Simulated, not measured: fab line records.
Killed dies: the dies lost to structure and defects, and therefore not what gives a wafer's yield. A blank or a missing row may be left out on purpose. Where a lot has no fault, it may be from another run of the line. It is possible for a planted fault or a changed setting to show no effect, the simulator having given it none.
Which of the tools did it? :: flow gf180mcu :: 18 wafers sampled from 6 lots at 1 step of a route of 602

== WHAT THE GAUGES SHOWED, per wafer ==
GF_V1_THK_MEAS_01.
lot: L870
measured: day 17 14:16
on: film metro-01
V1_CVD_00_THK (nm): 584 591 584

lot: L882
measured: day 21 23:49
on: film metro-02
V1_CVD_00_THK (nm): 599 607 602

lot: L884
measured: day 23 01:26
on: film metro-04
V1_CVD_00_THK (nm): 608 597 605

lot: L886
measured: day 23 14:59
on: film metro-01
V1_CVD_00_THK (nm): 602 592 597

lot: L888
measured: day 23 23:22
on: film metro-04
V1_CVD_00_THK (nm): 601 593 601

lot: L890
measured: day 24 14:16
on: film metro-02
V1_CVD_00_THK (nm): 607 604 612

== WHICH TOOL RAN EACH LOT (tool, then ch and the chambers of the sampled wafers, then the start) ==
The record shows no process step preceding these readings.

== THE ANSWER, worked out from the rows above alone ==
Rule: the lots themselves supply what counts as usual. Put in order of their means at a reading, lots are off if they are a third of the lots or fewer, leave a main group of 4 or more, and stand apart from it by a gap of 3 or more times the standard deviation of the main group's means; of several such gaps the widest counts. If all means in a main group match to the digits the tables above print for the reading, that group is not used. A lot without any number at a reading at which 4 lots or more have one is off too. All remaining lots with rows at the step are treated as sound.
No lot is off on any of the readings shown, so nothing can be concluded from this.

== WHAT THE SIMULATOR HAD INSERTED ==
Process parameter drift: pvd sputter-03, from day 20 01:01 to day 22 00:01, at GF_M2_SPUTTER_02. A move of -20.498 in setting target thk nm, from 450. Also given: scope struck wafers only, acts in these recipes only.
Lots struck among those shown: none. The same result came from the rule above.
